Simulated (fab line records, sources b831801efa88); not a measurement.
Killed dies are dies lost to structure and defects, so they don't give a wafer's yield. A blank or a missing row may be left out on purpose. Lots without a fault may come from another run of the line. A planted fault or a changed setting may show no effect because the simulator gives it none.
Which tool did it? | flow sky130 | 24 lots, 72 wafers sampled, at 3 steps of a route of 708

WHAT THE GAUGES READ, wafer by wafer
SKY_CONTACT_CD_MEAS_14: target cd 170 nm. Usual: cd_nm 170.0 nm, standard deviation 1.6.
lot  | measured     | on        | cd_nm (nm)        | flag
L074 | day 31 10:21 | cd_sem-02 | 167.2 168.5 167.9 |
L075 | day 31 17:29 | cd_sem-02 | 165.2 166.1 165.5 |
L076 | day 31 18:06 | cd_sem-01 | 169.1 169.0 168.1 |
L077 | day 32 14:34 | cd_sem-01 | 168.7 168.2 169.2 |
L078 | day 32 16:20 | cd_sem-02 | 169.1 168.9 170.7 |
L079 | day 33 14:35 | cd_sem-01 | 168.7 168.3 168.6 |
L080 | day 33 16:32 | cd_sem-01 | 169.8 170.0 170.3 |
L082 | day 34 21:51 | cd_sem-02 | 170.1 170.7 172.6 |
L081 | day 35 00:05 | cd_sem-01 | 170.7 170.6 170.1 |
L084 | day 35 00:37 | cd_sem-01 | 171.3 171.6 171.1 |
L083 | day 35 01:36 | cd_sem-02 | 171.5 170.7 171.3 |
L085 | day 35 06:53 | cd_sem-01 | 171.3 172.7 173.0 |
L086 | day 35 14:20 | cd_sem-01 | 170.1 169.2 169.9 |
L087 | day 35 17:59 | cd_sem-01 | 171.5 170.9 170.9 |
L088 | day 35 23:50 | cd_sem-01 | 171.3 171.3 171.0 |
L089 | day 36 06:01 | cd_sem-02 | 170.2 170.5 169.8 |
L090 | day 36 06:42 | cd_sem-02 | 172.7 171.2 172.3 |
L091 | day 36 23:56 | cd_sem-02 | 172.3 171.7 170.4 |
L092 | day 37 01:11 | cd_sem-01 | 171.9 171.4 169.9 |
L093 | day 37 10:39 | cd_sem-01 | 167.2 167.4 167.7 |
L094 | day 37 22:08 | cd_sem-02 | 169.0 169.1 169.2 |
L095 | day 37 23:51 | cd_sem-02 | 169.9 170.3 169.2 |
L096 | day 38 03:12 | cd_sem-01 | 170.4 170.6 171.2 |
L097 | day 38 15:15 | cd_sem-02 | 170.0 170.5 169.9 |

SKY_CONTACT_RS_MEAS_25: measures by four-point-probe. Usual: CONTACT_W_RS 0.338 ohm/sq, standard deviation 0.0048.
lot  | measured     | on            | CONTACT_W_RS (ohm/sq) | flag
L074 | day 31 11:29 | film_metro-02 | 0.334 0.338 0.341     |
L075 | day 31 18:34 | film_metro-02 | 0.336 0.331 0.343     |
L076 | day 31 19:11 | film_metro-02 | 0.344 0.342 0.341     |
L077 | day 32 15:43 | film_metro-02 | 0.339 0.332 0.335     |
L078 | day 32 17:26 | film_metro-02 | 0.337 0.338 0.331     |
L079 | day 33 15:39 | film_metro-03 | 0.330 0.335 0.338     |
L080 | day 33 17:36 | film_metro-03 | 0.341 0.344 0.339     |
L082 | day 34 22:55 | film_metro-02 | 0.342 0.339 0.336     |
L081 | day 35 01:08 | film_metro-01 | 0.341 0.343 0.338     |
L084 | day 35 01:41 | film_metro-01 | 0.346 0.339 0.338     |
L083 | day 35 02:41 | film_metro-03 | 0.341 0.345 0.340     |
L085 | day 35 07:56 | film_metro-01 | 0.328 0.335 0.339     |
L086 | day 35 15:23 | film_metro-02 | 0.337 0.331 0.332     |
L087 | day 35 19:04 | film_metro-03 | 0.344 0.338 0.338     |
L088 | day 36 00:59 | film_metro-03 | 0.335 0.333 0.340     |
L089 | day 36 07:04 | film_metro-01 | 0.346 0.344 0.346     |
L090 | day 36 07:45 | film_metro-01 | 0.341 0.346 0.343     |
L091 | day 37 00:59 | film_metro-01 | 0.328 0.333 0.328     |
L092 | day 37 02:14 | film_metro-01 | 0.340 0.344 0.346     |
L093 | day 37 11:42 | film_metro-01 | 0.340 0.339 0.336     |
L094 | day 37 23:14 | film_metro-01 | 0.336 0.344 0.341     |
L095 | day 38 01:23 | film_metro-01 | 0.341 0.341 0.343     |
L096 | day 38 04:16 | film_metro-02 | 0.345 0.335 0.337     |
L097 | day 38 16:25 | film_metro-01 | 0.340 0.341 0.344     |

WHICH TOOL RAN EACH LOT (tool, then ch and the chambers of the sampled wafers, then the start)
lot  | SKY_LI_CONTACT_ETCH_14
L074 | rie_diel-04 ch 1,2,3, day 28 21:14
L075 | rie_diel-02 ch 0,1,3, day 29 10:05
L076 | rie_diel-04 ch 2,3, day 29 11:11
L077 | rie_diel-01 ch 0,2,3, day 30 00:50
L078 | rie_diel-02 ch 0,2, day 30 07:10
L079 | rie_diel-01 ch 0,1,2, day 31 08:11
L080 | rie_diel-02 ch 1,2, day 31 09:15
L082 | rie_diel-04 ch 0,2,3, day 32 14:29
L081 | rie_diel-02 ch 1,2, day 32 16:23
L084 | rie_diel-01 ch 0,3, day 32 17:17
L083 | rie_diel-04 ch 1,2,3, day 32 17:50
L085 | rie_diel-04 ch 1,2,3, day 32 22:38
L086 | rie_diel-01 ch 0,2,3, day 33 06:44
L087 | rie_diel-02 ch 1,2, day 33 11:23
L088 | rie_diel-02 ch 0,1,3, day 33 17:05
L089 | rie_diel-01 ch 0,2,3, day 33 22:26
L090 | rie_diel-04 ch 2,3, day 33 23:14
L091 | rie_diel-04 ch 0,1,2, day 34 17:41
L092 | rie_diel-02 ch 0,1,2, day 34 19:08
L093 | rie_diel-02 ch 0,2, day 35 04:23
L094 | rie_diel-01 ch 0,1,3, day 35 17:08
L095 | rie_diel-04 ch 2,3, day 35 18:14
L096 | rie_diel-02 ch 1,2,3, day 35 20:41
L097 | rie_diel-02 ch 0,1,3, day 36 08:32
- SKY_LI_CONTACT_ETCH_14: etches BARC in N2/H2, stops on SiO2, time 45.9 s, target depth 60 nm.

WHAT THE TOOLS THEMSELVES READ (means of the sampled wafers that have a number; where no wafer has one, the mark that the record gives instead)
SKY_LI_CONTACT_ETCH_14. Usual: drypump_motor_current_A 5.8 A, standard deviation 0.43; oes_product_au 0.864 a.u., standard deviation 0.0051; throttle_valve_pct 13.226 %, standard deviation 0.0085.
lot  | tool        | drypump_motor_current_A (A) | oes_product_au (a.u.) | throttle_valve_pct (%) | flag
L074 | rie_diel-04 | 6.2                         | 0.865                 | 13.229                 |
L075 | rie_diel-02 | 5.8                         | 0.858                 | 13.219                 |
L076 | rie_diel-04 | 6.3                         | 0.860                 | 13.227                 |
L077 | rie_diel-01 | 5.4                         | 0.862                 | 13.228                 |
L078 | rie_diel-02 | 5.6                         | 0.866                 | 13.221                 |
L079 | rie_diel-01 | 5.6                         | 0.859                 | 13.223                 |
L080 | rie_diel-02 | 5.7                         | 0.864                 | 13.225                 |
L082 | rie_diel-04 | 6.2                         | 0.866                 | 13.243                 |
L081 | rie_diel-02 | 5.7                         | 0.867                 | 13.221                 |
L084 | rie_diel-01 | 5.1                         | 0.862                 | 13.229                 |
L083 | rie_diel-04 | 6.2                         | 0.863                 | 13.230                 |
L085 | rie_diel-04 | 6.2                         | 0.862                 | 13.228                 |
L086 | rie_diel-01 | 5.4                         | 0.861                 | 13.227                 |
L087 | rie_diel-02 | 5.8                         | 0.865                 | 13.227                 |
L088 | rie_diel-02 | 5.8                         | 0.867                 | 13.222                 |
L089 | rie_diel-01 | 5.4                         | 0.864                 | 13.226                 |
L090 | rie_diel-04 | 6.3                         | 0.865                 | 13.226                 |
L091 | rie_diel-04 | 6.3                         | 0.856                 | 13.228                 |
L092 | rie_diel-02 | 5.8                         | 0.868                 | 13.220                 |
L093 | rie_diel-02 | 5.5                         | 0.863                 | 13.225                 |
L094 | rie_diel-01 | 5.5                         | 0.864                 | 13.225                 |
L095 | rie_diel-04 | 6.1                         | 0.866                 | 13.237                 |
L096 | rie_diel-02 | 5.7                         | 0.872                 | 13.227                 |
L097 | rie_diel-02 | 5.8                         | 0.863                 | 13.223                 |

THE ANSWER, worked out from the rows above alone
Rule: a lot is off if the mean of its wafers that have a number lies more than 3 standard deviations from the usual mean. A lot without any number at a reading at which 4 lots or more have one is off too. The other lots that the step has rows for count as sound. The gauges are gone through in route order, then the tools' own readings, and for those a lot's mean is taken as printed above. The first step at which some lot is off is used, and at that step the reading that is off furthest; a lot without a number counts as furthest.
No lot is off at any reading shown: from this, nothing can be told.

WHAT THE SIMULATOR HAD PUT IN
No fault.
